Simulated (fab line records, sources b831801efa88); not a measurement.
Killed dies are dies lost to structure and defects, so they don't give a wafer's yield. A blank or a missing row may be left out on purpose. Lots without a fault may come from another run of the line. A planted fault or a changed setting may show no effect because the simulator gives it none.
Split-lot experiment | flow sfq_line | 5 lots, 27 wafers read, on a route of 325 steps

THE SPLIT
At SFQ_TRILAYER_M3_DEP_SPUTTER_073 (material Nb, target thk 200 nm, time 133.3 s), the setting time_s was moved away from the recipe's 133.3 s on 12 of the 27 wafers read, by -55.4% to +37.3%. The other wafers ran this setting at the recipe's value.

FROM THE SPLIT TO THE READING: what the file shows between them, 2 steps
- SFQ_M3_RS_MEAS_919: measures by four-point-probe
- SFQ_TRILAYER_M3_BARC_OPEN_METAL_ETCH_100: etches BARC in O2, target depth 125 nm, time 41.7 s (also split here: time_s)

THE READING
oes_product_au, in a.u., at SFQ_TRILAYER_M3_ETCH_METAL_ETCH_078 (etches Nb in Cl2/Ar, stops on SiO2, target depth 240 nm, time 120 s). Fault-free wafers of this fab line usually give 0.896 a.u., standard deviation 0.0084 a.u..

wafer  | tool, chamber at the split | time_s as run, s | against the recipe | oes_product_au, a.u. | against lot-mates on the recipe
L074.1 | pvd_sputter-03, -          | 133.3            | recipe             | 0.900                | -
L074.4 | pvd_sputter-03, -          | 133.3            | recipe             | 0.885                | -
L074.5 | pvd_sputter-03, -          | 133.3            | recipe             | 0.893                | -
L077.1 | pvd_sputter-06, -          | 133.3            | recipe             | 0.905                | -
L077.2 | pvd_sputter-06, -          | 133.3            | recipe             | 0.887                | -
L077.3 | pvd_sputter-06, -          | 183              | +37.3%             | 0.986                | +0.089
L077.4 | pvd_sputter-06, -          | 133.3            | recipe             | 0.900                | -
L077.5 | pvd_sputter-06, -          | 183              | +37.3%             | 0.963                | +0.066
L077.6 | pvd_sputter-06, -          | 183              | +37.3%             | 1.002                | +0.105
L078.1 | pvd_sputter-03, -          | 133.3            | recipe             | 0.902                | -
L078.2 | pvd_sputter-03, -          | 133.3            | recipe             | 0.882                | -
L078.3 | pvd_sputter-03, -          | 133.3            | recipe             | 0.884                | -
L078.4 | pvd_sputter-03, -          | 66.75            | -49.9%             | 0.632                | -0.257
L078.5 | pvd_sputter-03, -          | 66.75            | -49.9%             | 0.639                | -0.250
L078.6 | pvd_sputter-03, -          | 66.75            | -49.9%             | 0.629                | -0.260
L081.1 | pvd_sputter-03, -          | 133.3            | recipe             | 0.896                | -
L081.2 | pvd_sputter-03, -          | 180.8            | +35.6%             | 1.007                | +0.112
L081.3 | pvd_sputter-03, -          | 133.3            | recipe             | 0.893                | -
L081.4 | pvd_sputter-03, -          | 180.8            | +35.6%             | 1.015                | +0.120
L081.5 | pvd_sputter-03, -          | 133.3            | recipe             | 0.895                | -
L081.6 | pvd_sputter-03, -          | 180.8            | +35.6%             | 1.007                | +0.112
L082.1 | pvd_sputter-04, -          | 59.51            | -55.4%             | 0.609                | -0.281
L082.2 | pvd_sputter-04, -          | 59.51            | -55.4%             | 0.614                | -0.276
L082.3 | pvd_sputter-04, -          | 133.3            | recipe             | 0.879                | -
L082.4 | pvd_sputter-04, -          | 133.3            | recipe             | 0.895                | -
L082.5 | pvd_sputter-04, -          | 59.51            | -55.4%             | 0.606                | -0.284
L082.6 | pvd_sputter-04, -          | 133.3            | recipe             | 0.895                | -

THE FIT
A straight line over all 27 wafers: oes_product_au changes by +0.00432 a.u. for each +1% of time_s; r = +0.98; the points scatter about the line by 0.028 a.u..
The same after taking each lot's own level away (the mean of its wafers on the recipe; 27 wafers): +0.00425 a.u. for each +1%; r = +0.98; scatter 0.028 a.u..
On that fit, the largest move of time_s shifts the reading by 0.24 a.u..
The lots' own levels span 0.8893 to 0.8973 a.u., that is 1.0 times the standard deviation above.
So the lot-to-lot level changes the slope little: the two slopes agree.
Check: with one of the wafers moved furthest among these (-55.4%) left out of the fit, the line predicts -0.253 a.u. for it against its lot-mates. It came out at -0.281 a.u. against them.

OTHER SPLITS ON THESE WAFERS
These wafers also went through other splits before the reading. Each is held against what the fit with the lots' levels taken away leaves over:
other split on the same wafers                  | wafers away from the commonest value | r with oes_product_au (lot level and that fit taken away)
SFQ_TRILAYER_L0_BARC_OPEN_METAL_ETCH_010 time_s | 9                                    | +0.04
SFQ_TRILAYER_M0_DEP_SPUTTER_019 time_s          | 6                                    | +0.11
SFQ_TRILAYER_M1_ETCH_METAL_ETCH_042 time_s      | 12                                   | -0.03
SFQ_TRILAYER_M2_BARC_OPEN_METAL_ETCH_077 time_s | 9                                    | +0.07
SFQ_TRILAYER_M3_BARC_OPEN_METAL_ETCH_100 time_s | 12                                   | -0.08

THE WHOLE CHAIN: every reading that the file lists as answering this split, in the file's order
step                                | what it does                                                        | reading                                                                                   | change (the file's fit)                   | r (the file's)
SFQ_TRILAYER_M3_DEP_SPUTTER_073     | material Nb, target thk 200 nm, time 133.3 s                        | Nb_of_TRILAYER_M3_DEP_SPUTTER_073.thk_nm (the simulator's own value, which no gauge read) | +2 nm for each +1% of the setting         | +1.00
SFQ_M3_RS_MEAS_919                  | measures by four-point-probe                                        | M3_NB_RS                                                                                  | -0.0153 for each +1% of the setting       | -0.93
SFQ_TRILAYER_M3_ETCH_METAL_ETCH_078 | etches Nb in Cl2/Ar, stops on SiO2, target depth 240 nm, time 120 s | oes_product_au                                                                            | +0.00433 a.u. for each +1% of the setting | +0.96

THE FILE'S OWN FIT
oes_product_au changes by +0.00433 a.u. for each +1% of time_s, r = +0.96.
